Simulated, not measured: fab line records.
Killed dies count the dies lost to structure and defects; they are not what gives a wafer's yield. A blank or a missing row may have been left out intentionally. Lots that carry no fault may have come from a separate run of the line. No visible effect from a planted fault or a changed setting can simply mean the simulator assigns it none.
Which of the tools did it? / flow sky130 / Sampling: 11 lots, 33 wafers, 5 of 708 route steps

## WHAT EACH GAUGE READ, for each wafer
No reading from a measuring or inspecting step in the record can be judged against a usual standard deviation.

## WHICH TOOL RAN EACH LOT (tool, then ch and the chambers of the sampled wafers, then the start)
lot=L870; SKY_CAP2M_METAL_ETCH_13=rie metal-02 ch 0,1, day 41 05:20; SKY_CAP2M_STRIP_14=plasma asher-04 ch 0,1, day 41 05:25; SKY_METAL4_SOFTBAKE_09=litho track-01 ch 0, day 41 18:00; SKY_METAL4_ETCH_17=rie diel-01 ch 0,3, day 42 06:04; SKY_PAD_OPEN_PROBE_99=prober-02, day 46 06:05
lot=L871; SKY_CAP2M_METAL_ETCH_13=rie metal-03 ch 0,1, day 41 11:34; SKY_CAP2M_STRIP_14=plasma asher-04 ch 0,1, day 41 11:38; SKY_METAL4_SOFTBAKE_09=litho track-04 ch 0, day 42 01:00; SKY_METAL4_ETCH_17=rie diel-02 ch 0,2,3, day 42 12:40; SKY_PAD_OPEN_PROBE_99=prober-01, day 46 12:16
lot=L872; SKY_CAP2M_METAL_ETCH_13=rie metal-01 ch 0,1, day 41 22:23; SKY_CAP2M_STRIP_14=plasma asher-04 ch 0,1, day 41 22:28; SKY_METAL4_SOFTBAKE_09=litho track-04 ch 0, day 42 10:00; SKY_METAL4_ETCH_17=rie diel-01 ch 0,1,2, day 42 23:16; SKY_PAD_OPEN_PROBE_99=prober-02, day 46 21:00
lot=L879; SKY_CAP2M_METAL_ETCH_13=rie metal-02 ch 0,1, day 44 06:22; SKY_CAP2M_STRIP_14=plasma asher-02 ch 0,1, day 44 06:26; SKY_METAL4_SOFTBAKE_09=litho track-01 ch 0, day 44 17:00; SKY_METAL4_ETCH_17=rie diel-03 ch 0,1,2, day 45 05:28; SKY_PAD_OPEN_PROBE_99=prober-01, day 48 20:47
lot=L882; SKY_CAP2M_METAL_ETCH_13=rie metal-03 ch 0,1, day 44 15:32; SKY_CAP2M_STRIP_14=plasma asher-01 ch 0,1, day 44 15:37; SKY_METAL4_SOFTBAKE_09=litho track-01 ch 0, day 45 03:00; SKY_METAL4_ETCH_17=rie diel-02 ch 0,1,2, day 45 13:22; SKY_PAD_OPEN_PROBE_99=prober-02, day 49 04:10
lot=L883; SKY_CAP2M_METAL_ETCH_13=rie metal-03 ch 1, day 44 22:52; SKY_CAP2M_STRIP_14=plasma asher-01 ch 0,1, day 44 22:56; SKY_METAL4_SOFTBAKE_09=litho track-01 ch 0, day 45 10:00; SKY_METAL4_ETCH_17=rie diel-02 ch 0,1,3, day 45 21:43; SKY_PAD_OPEN_PROBE_99=prober-01, day 49 10:25
lot=L885; SKY_CAP2M_METAL_ETCH_13=rie metal-02 ch 0,1, day 45 15:43; SKY_CAP2M_STRIP_14=plasma asher-04 ch 0,1, day 45 15:47; SKY_METAL4_SOFTBAKE_09=litho track-01 ch 0, day 46 02:00; SKY_METAL4_ETCH_17=rie diel-01 ch 0,2,3, day 46 13:34; SKY_PAD_OPEN_PROBE_99=prober-02, day 49 22:43
lot=L886; SKY_CAP2M_METAL_ETCH_13=rie metal-01 ch 0,1, day 45 17:29; SKY_CAP2M_STRIP_14=plasma asher-04 ch 1, day 45 17:35; SKY_METAL4_SOFTBAKE_09=litho track-02 ch 0, day 46 04:00; SKY_METAL4_ETCH_17=rie diel-02 ch 1,2,3, day 46 15:07; SKY_PAD_OPEN_PROBE_99=prober-02, day 50 00:18
lot=L887; SKY_CAP2M_METAL_ETCH_13=rie metal-01 ch 0,1, day 45 23:17; SKY_CAP2M_STRIP_14=plasma asher-01 ch 0,1, day 45 23:22; SKY_METAL4_SOFTBAKE_09=litho track-04 ch 0, day 46 10:00; SKY_METAL4_ETCH_17=rie diel-01 ch 1,2, day 46 21:18; SKY_PAD_OPEN_PROBE_99=prober-01, day 50 08:12
lot=L890; SKY_CAP2M_METAL_ETCH_13=rie metal-03 ch 0, day 46 10:14; SKY_CAP2M_STRIP_14=plasma asher-02 ch 0,1, day 46 10:19; SKY_METAL4_SOFTBAKE_09=litho track-01 ch 0, day 46 21:00; SKY_METAL4_ETCH_17=rie diel-02 ch 0,1, day 47 08:01; SKY_PAD_OPEN_PROBE_99=prober-01, day 50 15:10
lot=L893; SKY_CAP2M_METAL_ETCH_13=rie metal-03 ch 0,1, day 47 04:32; SKY_CAP2M_STRIP_14=plasma asher-01 ch 0,1, day 47 04:37; SKY_METAL4_SOFTBAKE_09=litho track-02 ch 0, day 47 15:00; SKY_METAL4_ETCH_17=rie diel-01 ch 0,1,2, day 48 01:11; SKY_PAD_OPEN_PROBE_99=prober-01, day 51 07:57
- SKY_CAP2M_METAL_ETCH_13: etches TiN in Cl2/BCl3, stops on SiO2, target depth 220 nm, time 62.9 s.
- SKY_CAP2M_STRIP_14: strips in O2/N2.
- SKY_METAL4_SOFTBAKE_09: time 90 s.
- SKY_METAL4_ETCH_17: etches SiO2 in C4F8/O2/Ar, stops on TiN, time 3.9 s, target depth 15 nm.
- SKY_PAD_OPEN_PROBE_99

## WHAT THE TOOLS THEMSELVES READ (means of the sampled wafers that have a number; where no wafer has one, the mark that the record gives instead)
SKY_CAP2M_METAL_ETCH_13. Usual: bcl3 flow sccm 30.00 sccm, standard deviation 0.09; drypump motor current A 6.0 A, standard deviation 0.34; mfc cl2 sccm 60.01 sccm, standard deviation 0.19; oes product au 0.940 a.u., standard deviation 0.0091; throttle valve pct 21.903 %, standard deviation 0.011.
lot=L870; tool=rie metal-02; bcl3 flow sccm (sccm)=30.08; drypump motor current A (A)=6.1; mfc cl2 sccm (sccm)=60.03; oes product au (a.u.)=0.942; throttle valve pct (%)=21.895; flag=
lot=L871; tool=rie metal-03; bcl3 flow sccm (sccm)=29.96; drypump motor current A (A)=6.0; mfc cl2 sccm (sccm)=59.90; oes product au (a.u.)=0.928; throttle valve pct (%)=21.911; flag=
lot=L872; tool=rie metal-01; bcl3 flow sccm (sccm)=29.94; drypump motor current A (A)=6.0; mfc cl2 sccm (sccm)=60.07; oes product au (a.u.)=0.948; throttle valve pct (%)=21.897; flag=
lot=L879; tool=rie metal-02; bcl3 flow sccm (sccm)=30.03; drypump motor current A (A)=6.1; mfc cl2 sccm (sccm)=59.96; oes product au (a.u.)=0.935; throttle valve pct (%)=21.900; flag=
lot=L882; tool=rie metal-03; bcl3 flow sccm (sccm)=30.14; drypump motor current A (A)=6.0; mfc cl2 sccm (sccm)=59.97; oes product au (a.u.)=0.932; throttle valve pct (%)=21.910; flag=
lot=L883; tool=rie metal-03; bcl3 flow sccm (sccm)=29.95; drypump motor current A (A)=6.1; mfc cl2 sccm (sccm)=59.82; oes product au (a.u.)=0.946; throttle valve pct (%)=21.901; flag=
lot=L885; tool=rie metal-02; bcl3 flow sccm (sccm)=29.97; drypump motor current A (A)=6.3; mfc cl2 sccm (sccm)=60.06; oes product au (a.u.)=0.942; throttle valve pct (%)=21.909; flag=
lot=L886; tool=rie metal-01; bcl3 flow sccm (sccm)=29.96; drypump motor current A (A)=6.0; mfc cl2 sccm (sccm)=59.94; oes product au (a.u.)=0.932; throttle valve pct (%)=21.905; flag=
lot=L887; tool=rie metal-01; bcl3 flow sccm (sccm)=29.89; drypump motor current A (A)=6.0; mfc cl2 sccm (sccm)=59.94; oes product au (a.u.)=0.933; throttle valve pct (%)=21.907; flag=
lot=L890; tool=rie metal-03; bcl3 flow sccm (sccm)=29.97; drypump motor current A (A)=5.6; mfc cl2 sccm (sccm)=59.97; oes product au (a.u.)=0.944; throttle valve pct (%)=21.910; flag=
lot=L893; tool=rie metal-03; bcl3 flow sccm (sccm)=29.95; drypump motor current A (A)=6.0; mfc cl2 sccm (sccm)=59.99; oes product au (a.u.)=0.946; throttle valve pct (%)=21.901; flag=

SKY_CAP2M_STRIP_14. Usual: drypump motor current A 5.8 A, standard deviation 0.33; oes product au 0.711 a.u., standard deviation 0.0045; strip time to endpoint s 12.63 s, standard deviation 0.055.
lot=L870; tool=plasma asher-04; drypump motor current A (A)=5.9; oes product au (a.u.)=0.710; strip time to endpoint s (s)=12.61; flag=
lot=L871; tool=plasma asher-04; drypump motor current A (A)=5.9; oes product au (a.u.)=0.713; strip time to endpoint s (s)=12.69; flag=
lot=L872; tool=plasma asher-04; drypump motor current A (A)=5.8; oes product au (a.u.)=0.712; strip time to endpoint s (s)=12.63; flag=
lot=L879; tool=plasma asher-02; drypump motor current A (A)=5.7; oes product au (a.u.)=0.710; strip time to endpoint s (s)=12.59; flag=
lot=L882; tool=plasma asher-01; drypump motor current A (A)=5.7; oes product au (a.u.)=0.709; strip time to endpoint s (s)=12.68; flag=
lot=L883; tool=plasma asher-01; drypump motor current A (A)=6.0; oes product au (a.u.)=0.712; strip time to endpoint s (s)=12.62; flag=
lot=L885; tool=plasma asher-04; drypump motor current A (A)=5.8; oes product au (a.u.)=0.708; strip time to endpoint s (s)=12.58; flag=
lot=L886; tool=plasma asher-04; drypump motor current A (A)=5.7; oes product au (a.u.)=0.709; strip time to endpoint s (s)=12.63; flag=
lot=L887; tool=plasma asher-01; drypump motor current A (A)=6.1; oes product au (a.u.)=0.713; strip time to endpoint s (s)=12.68; flag=
lot=L890; tool=plasma asher-02; drypump motor current A (A)=5.7; oes product au (a.u.)=0.713; strip time to endpoint s (s)=12.68; flag=
lot=L893; tool=plasma asher-01; drypump motor current A (A)=6.1; oes product au (a.u.)=0.710; strip time to endpoint s (s)=12.64; flag=

SKY_METAL4_SOFTBAKE_09. Usual: heater power total W 57.36 W, standard deviation 0.12; plate temp C 100.01 C, standard deviation 0.12.
lot=L870; tool=litho track-01; heater power total W (W)=57.42; plate temp C (C)=99.93; flag=
lot=L871; tool=litho track-04; heater power total W (W)=57.42; plate temp C (C)=100.01; flag=
lot=L872; tool=litho track-04; heater power total W (W)=57.39; plate temp C (C)=99.98; flag=
lot=L879; tool=litho track-01; heater power total W (W)=57.33; plate temp C (C)=100.00; flag=
lot=L882; tool=litho track-01; heater power total W (W)=57.24; plate temp C (C)=99.88; flag=
lot=L883; tool=litho track-01; heater power total W (W)=57.26; plate temp C (C)=100.03; flag=
lot=L885; tool=litho track-01; heater power total W (W)=59.44; plate temp C (C)=102.77; flag=OFF
lot=L886; tool=litho track-02; heater power total W (W)=57.42; plate temp C (C)=100.09; flag=
lot=L887; tool=litho track-04; heater power total W (W)=57.51; plate temp C (C)=99.79; flag=
lot=L890; tool=litho track-01; heater power total W (W)=59.38; plate temp C (C)=102.70; flag=OFF
lot=L893; tool=litho track-02; heater power total W (W)=57.48; plate temp C (C)=100.13; flag=

SKY_METAL4_ETCH_17. Usual: 0.752 a.u. for oes product au, sd 0.0076.
lot=L870; tool=rie diel-01; oes product au (a.u.)=0.746; flag=
lot=L871; tool=rie diel-02; oes product au (a.u.)=0.750; flag=
lot=L872; tool=rie diel-01; oes product au (a.u.)=0.752; flag=
lot=L879; tool=rie diel-03; oes product au (a.u.)=0.747; flag=
lot=L882; tool=rie diel-02; oes product au (a.u.)=0.751; flag=
lot=L883; tool=rie diel-02; oes product au (a.u.)=0.742; flag=
lot=L885; tool=rie diel-01; oes product au (a.u.)=0.753; flag=
lot=L886; tool=rie diel-02; oes product au (a.u.)=0.751; flag=
lot=L887; tool=rie diel-01; oes product au (a.u.)=0.746; flag=
lot=L890; tool=rie diel-02; oes product au (a.u.)=0.751; flag=
lot=L893; tool=rie diel-01; oes product au (a.u.)=0.761; flag=

SKY_PAD_OPEN_PROBE_99. Usual: defect limited yield 82.4 %, standard deviation 1.9; killed_at_M0_to_M3 43, standard deviation 7.5; killed_at_M4_up 3.2, standard deviation 1.9; killed at contacts 24, standard deviation 4.9; killed at front end 15, standard deviation 4.3; killed at other 0.4, standard deviation 0.72; killed dies 86, standard deviation 9.1; killed open 47, standard deviation 6.5; killed short 39, standard deviation 6.5; sort_bin_3_pad_short 0.9 %, standard deviation 0.43; sort_bin_5_function 10.4 %, standard deviation 1.3; sort_bin_6_memory 6.3 %, standard deviation 1.2; sort n pass 406, standard deviation 9.1; sort yield pct 82.4 %, standard deviation 1.9.
lot=L870; tool=prober-02; defect limited yield (%)=81.9; killed_at_M0_to_M3=38; killed_at_M4_up=4.0; killed at contacts=31; killed at front end=16; killed at other=0.3; killed dies=89; killed open=52; killed short=37; sort_bin_3_pad_short (%)=1.3; sort_bin_5_function (%)=10.7; sort_bin_6_memory (%)=6.1; sort n pass=403; sort yield pct (%)=81.9; flag=
lot=L871; tool=prober-01; defect limited yield (%)=80.9; killed_at_M0_to_M3=47; killed_at_M4_up=4.0; killed at contacts=29; killed at front end=14; killed at other=0.0; killed dies=94; killed open=48; killed short=45; sort_bin_3_pad_short (%)=0.7; sort_bin_5_function (%)=11.8; sort_bin_6_memory (%)=6.6; sort n pass=398; sort yield pct (%)=80.9; flag=
lot=L872; tool=prober-02; defect limited yield (%)=84.4; killed_at_M0_to_M3=36; killed_at_M4_up=2.3; killed at contacts=22; killed at front end=17; killed at other=0.3; killed dies=77; killed open=38; killed short=38; sort_bin_3_pad_short (%)=0.8; sort_bin_5_function (%)=9.8; sort_bin_6_memory (%)=5.0; sort n pass=415; sort yield pct (%)=84.4; flag=
lot=L879; tool=prober-01; defect limited yield (%)=81.6; killed_at_M0_to_M3=48; killed_at_M4_up=1.7; killed at contacts=25; killed at front end=16; killed at other=0.3; killed dies=91; killed open=54; killed short=36; sort_bin_3_pad_short (%)=1.0; sort_bin_5_function (%)=10.3; sort_bin_6_memory (%)=7.1; sort n pass=401; sort yield pct (%)=81.6; flag=
lot=L882; tool=prober-02; defect limited yield (%)=80.5; killed_at_M0_to_M3=46; killed_at_M4_up=3.3; killed at contacts=27; killed at front end=19; killed at other=0.3; killed dies=96; killed open=51; killed short=45; sort_bin_3_pad_short (%)=1.1; sort_bin_5_function (%)=11.5; sort_bin_6_memory (%)=6.9; sort n pass=396; sort yield pct (%)=80.5; flag=
lot=L883; tool=prober-01; defect limited yield (%)=80.9; killed_at_M0_to_M3=48; killed_at_M4_up=4.3; killed at contacts=26; killed at front end=15; killed at other=0.0; killed dies=94; killed open=59; killed short=35; sort_bin_3_pad_short (%)=0.5; sort_bin_5_function (%)=11.4; sort_bin_6_memory (%)=7.1; sort n pass=398; sort yield pct (%)=80.9; flag=
lot=L885; tool=prober-02; defect limited yield (%)=83.9; killed_at_M0_to_M3=43; killed_at_M4_up=3.3; killed at contacts=18; killed at front end=16; killed at other=0.0; killed dies=79; killed open=45; killed short=34; sort_bin_3_pad_short (%)=0.5; sort_bin_5_function (%)=10.1; sort_bin_6_memory (%)=5.5; sort n pass=413; sort yield pct (%)=83.9; flag=
lot=L886; tool=prober-02; defect limited yield (%)=82.9; killed_at_M0_to_M3=39; killed_at_M4_up=0.7; killed at contacts=25; killed at front end=19; killed at other=0.0; killed dies=84; killed open=44; killed short=40; sort_bin_3_pad_short (%)=0.7; sort_bin_5_function (%)=11.0; sort_bin_6_memory (%)=5.4; sort n pass=408; sort yield pct (%)=82.9; flag=
lot=L887; tool=prober-01; defect limited yield (%)=85.0; killed_at_M0_to_M3=34; killed_at_M4_up=1.7; killed at contacts=26; killed at front end=13; killed at other=0.0; killed dies=74; killed open=38; killed short=35; sort_bin_3_pad_short (%)=0.8; sort_bin_5_function (%)=9.8; sort_bin_6_memory (%)=4.4; sort n pass=418; sort yield pct (%)=85.0; flag=
lot=L890; tool=prober-01; defect limited yield (%)=83.9; killed_at_M0_to_M3=42; killed_at_M4_up=2.7; killed at contacts=19; killed at front end=15; killed at other=0.0; killed dies=79; killed open=43; killed short=36; sort_bin_3_pad_short (%)=0.9; sort_bin_5_function (%)=9.6; sort_bin_6_memory (%)=5.6; sort n pass=413; sort yield pct (%)=83.9; flag=
lot=L893; tool=prober-01; defect limited yield (%)=81.4; killed_at_M0_to_M3=49; killed_at_M4_up=1.3; killed at contacts=28; killed at front end=12; killed at other=0.7; killed dies=91; killed open=50; killed short=41; sort_bin_3_pad_short (%)=1.1; sort_bin_5_function (%)=11.0; sort_bin_6_memory (%)=6.4; sort n pass=401; sort yield pct (%)=81.4; flag=

## THE ANSWER, worked out from the rows above alone
Rule: take the mean of a lot's wafers that have a number; if it is more than 3 standard deviations from the usual mean, the lot is off. A lot without any number at a reading at which 4 lots or more have one is off too. The other lots that the step has rows for count as sound. After the gauges, taken in route order, come the tools' own readings; for these a lot's mean is taken, as printed above. The first step at which some lot is off is used, and at that step the reading that is off furthest; a lot without a number counts as furthest.
Off: L885, L890 (SKY_METAL4_SOFTBAKE_09, plate temp C).
If a tool, at that step or one of the process steps before it, ran each lot that is off and ran no sound lot following the first of them, it fits. One fits: litho track-01 at SKY_METAL4_SOFTBAKE_09. A fault onset in the window from L883 (day 45 10:00, its last sound lot) to L885 (day 46 02:00, its first lot off) fits.
The tool's own readings at SKY_METAL4_SOFTBAKE_09 bear it out: on the lots that are off they differ by more than 5 times the standard deviation of the sound lots' means. heater power total W reads 59.41 W there against 57.39 W on the sound lots; plate temp C reads 102.73 C there against 99.98 C on the sound lots.

## WHAT THE SIMULATOR HAD PUT IN
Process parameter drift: litho track-01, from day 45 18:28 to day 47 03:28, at SKY_METAL4_SOFTBAKE_09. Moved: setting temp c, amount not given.
Shown lots that were struck: L885, L890. The rule above found the same.
